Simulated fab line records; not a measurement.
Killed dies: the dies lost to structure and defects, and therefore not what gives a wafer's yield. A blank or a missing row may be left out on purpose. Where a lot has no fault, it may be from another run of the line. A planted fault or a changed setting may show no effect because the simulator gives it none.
Which tool did it? / flow sky130 / Sampling: 10 lots, 30 wafers, 6 of 708 route steps

## WHAT THE GAUGES SHOWED, per wafer
SKY_METAL4_OVL_MEAS_14. Usual: METAL4_OVL gives -2 nm (standard deviation 4.8).
lot=L632; measured=day 41 18:13; on=overlay-02; METAL4_OVL (nm)=-4 1 -2; flag=
lot=L633; measured=day 42 04:19; on=overlay-02; METAL4_OVL (nm)=2 2 -6; flag=
lot=L635; measured=day 42 17:34; on=overlay-01; METAL4_OVL (nm)=-1 -3 -10; flag=
lot=L638; measured=day 43 17:40; on=overlay-02; METAL4_OVL (nm)=0 -1 -5; flag=
lot=L641; measured=day 44 13:43; on=overlay-02; METAL4_OVL (nm)=-2 -2 5; flag=
lot=L643; measured=day 44 21:49; on=overlay-01; METAL4_OVL (nm)=-1 -7 -8; flag=
lot=L644; measured=day 45 02:37; on=overlay-01; METAL4_OVL (nm)=-4 0 -9; flag=
lot=L645; measured=day 45 16:34; on=overlay-02; METAL4_OVL (nm)=-8 -1 -2; flag=
lot=L651; measured=day 47 12:43; on=overlay-02; METAL4_OVL (nm)=0 -1 -1; flag=
lot=L653; measured=day 47 13:52; on=overlay-02; METAL4_OVL (nm)=1 1 4; flag=

SKY_METAL5_RS_MEAS_05: a four-point-probe measurement. Usual: METAL5_ALCU_RS gives 0.02698 ohm/sq (standard deviation 0.00026).
lot=L632; measured=day 42 21:32; on=film metro-03; METAL5_ALCU_RS (ohm/sq)=0.02707 0.02708 0.02704; flag=
lot=L633; measured=day 43 04:36; on=film metro-01; METAL5_ALCU_RS (ohm/sq)=0.02674 0.02673 0.02667; flag=
lot=L635; measured=day 43 20:12; on=film metro-01; METAL5_ALCU_RS (ohm/sq)=0.02687 0.02718 0.02674; flag=
lot=L638; measured=day 44 20:08; on=film metro-03; METAL5_ALCU_RS (ohm/sq)=0.02676 0.02642 0.02663; flag=
lot=L641; measured=day 45 14:39; on=film metro-04; METAL5_ALCU_RS (ohm/sq)=0.02749 0.04379 0.02746; flag=OFF
lot=L643; measured=day 45 22:00; on=film metro-01; METAL5_ALCU_RS (ohm/sq)=0.02734 0.02698 0.02709; flag=
lot=L644; measured=day 46 02:32; on=film metro-03; METAL5_ALCU_RS (ohm/sq)=0.02733 0.04291 0.02709; flag=OFF
lot=L645; measured=day 46 17:24; on=film metro-03; METAL5_ALCU_RS (ohm/sq)=0.027 0.02734 0.02683; flag=
lot=L651; measured=day 48 11:05; on=film metro-03; METAL5_ALCU_RS (ohm/sq)=0.0272 0.02725 0.02744; flag=
lot=L653; measured=day 48 11:47; on=film metro-03; METAL5_ALCU_RS (ohm/sq)=0.02665 0.02665 0.02672; flag=

SKY_METAL5_THK_MEAS_06: measures by xrf. Usual: METAL5_ALCU_THK gives 1158 nm (standard deviation 13).
lot=L632; measured=day 42 21:40; on=film metro-03; METAL5_ALCU_THK (nm)=1142 1142 1148; flag=
lot=L633; measured=day 43 04:43; on=film metro-01; METAL5_ALCU_THK (nm)=1171 1173 1174; flag=
lot=L635; measured=day 43 20:19; on=film metro-01; METAL5_ALCU_THK (nm)=1178 1157 1178; flag=
lot=L638; measured=day 44 20:14; on=film metro-03; METAL5_ALCU_THK (nm)=1163 1186 1170; flag=
lot=L641; measured=day 45 14:46; on=film metro-04; METAL5_ALCU_THK (nm)=1129 716 1134; flag=OFF
lot=L643; measured=day 45 22:07; on=film metro-01; METAL5_ALCU_THK (nm)=1151 1160 1162; flag=
lot=L644; measured=day 46 02:39; on=film metro-03; METAL5_ALCU_THK (nm)=1141 725 1147; flag=OFF
lot=L645; measured=day 46 17:31; on=film metro-03; METAL5_ALCU_THK (nm)=1157 1139 1156; flag=
lot=L651; measured=day 48 11:13; on=film metro-03; METAL5_ALCU_THK (nm)=1147 1150 1135; flag=
lot=L653; measured=day 48 11:53; on=film metro-03; METAL5_ALCU_THK (nm)=1178 1169 1168; flag=

## WHAT TOOL EACH LOT RAN ON (gives the tool, then ch and the chambers of the sampled wafers, and finally the start)
lot=L632; SKY_METAL4_DESCUM_15=rie metal-01 ch 0,1, day 41 18:14; SKY_VIA4_SPUTTER_17=pvd sputter-04, day 42 20:41; SKY_METAL5_SPUTTER_02=pvd sputter-02, day 42 21:26
lot=L633; SKY_METAL4_DESCUM_15=rie metal-03 ch 0,1, day 42 04:20; SKY_VIA4_SPUTTER_17=pvd sputter-01, day 43 03:44; SKY_METAL5_SPUTTER_02=pvd sputter-02, day 43 04:29
lot=L635; SKY_METAL4_DESCUM_15=rie metal-03 ch 0,1, day 42 17:35; SKY_VIA4_SPUTTER_17=pvd sputter-04, day 43 19:04; SKY_METAL5_SPUTTER_02=pvd sputter-01, day 43 20:04
lot=L638; SKY_METAL4_DESCUM_15=rie metal-04 ch 0,1, day 43 17:42; SKY_VIA4_SPUTTER_17=pvd sputter-04, day 44 19:14; SKY_METAL5_SPUTTER_02=pvd sputter-02, day 44 19:59
lot=L641; SKY_METAL4_DESCUM_15=rie metal-01 ch 0,1, day 44 13:44; SKY_VIA4_SPUTTER_17=pvd sputter-03, day 45 13:47; SKY_METAL5_SPUTTER_02=pvd sputter-02, day 45 14:32
lot=L643; SKY_METAL4_DESCUM_15=rie metal-01 ch 0,1, day 44 21:50; SKY_VIA4_SPUTTER_17=pvd sputter-03, day 45 20:50; SKY_METAL5_SPUTTER_02=pvd sputter-03, day 45 21:52
lot=L644; SKY_METAL4_DESCUM_15=rie metal-04 ch 0,1, day 45 02:38; SKY_VIA4_SPUTTER_17=pvd sputter-03, day 46 01:40; SKY_METAL5_SPUTTER_02=pvd sputter-02, day 46 02:25
lot=L645; SKY_METAL4_DESCUM_15=rie metal-01 ch 0,1, day 45 16:36; SKY_VIA4_SPUTTER_17=pvd sputter-01, day 46 15:44; SKY_METAL5_SPUTTER_02=pvd sputter-01, day 46 17:16
lot=L651; SKY_METAL4_DESCUM_15=rie metal-04 ch 0,1, day 47 12:44; SKY_VIA4_SPUTTER_17=pvd sputter-03, day 48 10:14; SKY_METAL5_SPUTTER_02=pvd sputter-01, day 48 10:58
lot=L653; SKY_METAL4_DESCUM_15=rie metal-01 ch 0,1, day 47 13:55; SKY_VIA4_SPUTTER_17=pvd sputter-04, day 48 10:53; SKY_METAL5_SPUTTER_02=pvd sputter-03, day 48 11:37
- SKY_METAL4_DESCUM_15: chemistry O2, time 8 s.
- SKY_VIA4_SPUTTER_17: material TiN, target thk 20 nm, time 80 s.
- SKY_METAL5_SPUTTER_02: material AlCu, target thk 1150 nm, time 61.2 s.

## AS READ BY THE TOOLS THEMSELVES (means over the sampled wafers that have a number; for cases with no such wafer, the mark the record gives instead)
SKY_METAL4_DESCUM_15. Usual: drypump motor current A 5.9 A, standard deviation 0.54; oes product au 1.002 a.u., standard deviation 0.0073.
lot=L632; tool=rie metal-01; drypump motor current A (A)=5.8; oes product au (a.u.)=0.996; flag=
lot=L633; tool=rie metal-03; drypump motor current A (A)=5.9; oes product au (a.u.)=1.007; flag=
lot=L635; tool=rie metal-03; drypump motor current A (A)=5.9; oes product au (a.u.)=1.007; flag=
lot=L638; tool=rie metal-04; drypump motor current A (A)=5.5; oes product au (a.u.)=1.000; flag=
lot=L641; tool=rie metal-01; drypump motor current A (A)=5.9; oes product au (a.u.)=1.014; flag=
lot=L643; tool=rie metal-01; drypump motor current A (A)=6.3; oes product au (a.u.)=0.996; flag=
lot=L644; tool=rie metal-04; drypump motor current A (A)=5.7; oes product au (a.u.)=1.006; flag=
lot=L645; tool=rie metal-01; drypump motor current A (A)=5.8; oes product au (a.u.)=0.997; flag=
lot=L651; tool=rie metal-04; drypump motor current A (A)=5.4; oes product au (a.u.)=1.005; flag=
lot=L653; tool=rie metal-01; drypump motor current A (A)=6.3; oes product au (a.u.)=1.003; flag=

SKY_VIA4_SPUTTER_17. Usual: 29.9 % for throttle valve pct, sd 0.97.
lot=L632; tool=pvd sputter-04; throttle valve pct (%)=30.6; flag=
lot=L633; tool=pvd sputter-01; throttle valve pct (%)=29.3; flag=
lot=L635; tool=pvd sputter-04; throttle valve pct (%)=30.4; flag=
lot=L638; tool=pvd sputter-04; throttle valve pct (%)=30.7; flag=
lot=L641; tool=pvd sputter-03; throttle valve pct (%)=30.2; flag=
lot=L643; tool=pvd sputter-03; throttle valve pct (%)=30.2; flag=
lot=L644; tool=pvd sputter-03; throttle valve pct (%)=30.1; flag=
lot=L645; tool=pvd sputter-01; throttle valve pct (%)=28.6; flag=
lot=L651; tool=pvd sputter-03; throttle valve pct (%)=29.9; flag=
lot=L653; tool=pvd sputter-04; throttle valve pct (%)=30.0; flag=

SKY_METAL5_SPUTTER_02. Usual: 29.6 % for throttle valve pct, sd 1.
lot=L632; tool=pvd sputter-02; throttle valve pct (%)=29.1; flag=
lot=L633; tool=pvd sputter-02; throttle valve pct (%)=29.2; flag=
lot=L635; tool=pvd sputter-01; throttle valve pct (%)=29.4; flag=
lot=L638; tool=pvd sputter-02; throttle valve pct (%)=29.8; flag=
lot=L641; tool=pvd sputter-02; throttle valve pct (%)=29.3; flag=
lot=L643; tool=pvd sputter-03; throttle valve pct (%)=30.1; flag=
lot=L644; tool=pvd sputter-02; throttle valve pct (%)=29.0; flag=
lot=L645; tool=pvd sputter-01; throttle valve pct (%)=29.4; flag=
lot=L651; tool=pvd sputter-01; throttle valve pct (%)=29.4; flag=
lot=L653; tool=pvd sputter-03; throttle valve pct (%)=30.1; flag=

## THE ANSWER, worked out from the rows above alone
Rule: a lot is off if the mean of its wafers that have a number lies more than 3 standard deviations from the usual mean. A lot without any number at a reading at which 4 lots or more have one is off too. Where the step has rows for the other lots, those lots are counted as sound. After the gauges, taken in route order, come the tools' own readings; for these a lot's mean is taken, as printed above. The first step at which some lot is off is used, and at that step the reading that is off furthest; a lot without a number counts as furthest.
Off: L641, L644, seen at SKY_METAL5_RS_MEAS_05 (METAL5_ALCU_RS).
If a tool, at a process step before that reading, ran all the lots that are off and no sound lot after the first of them, it fits. Those tools and the gauges at SKY_METAL5_RS_MEAS_05 are tried in the same way. One fits: SKY_METAL5_SPUTTER_02 on pvd sputter-02. A fault onset in the window from L638 (day 44 19:59, its last sound lot) to L641 (day 45 14:32, its first lot off) fits.

## WHAT THE SIMULATOR HAD INSERTED
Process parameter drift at SKY_METAL5_SPUTTER_02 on pvd sputter-02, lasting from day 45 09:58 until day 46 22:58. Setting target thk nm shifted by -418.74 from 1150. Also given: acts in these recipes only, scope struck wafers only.
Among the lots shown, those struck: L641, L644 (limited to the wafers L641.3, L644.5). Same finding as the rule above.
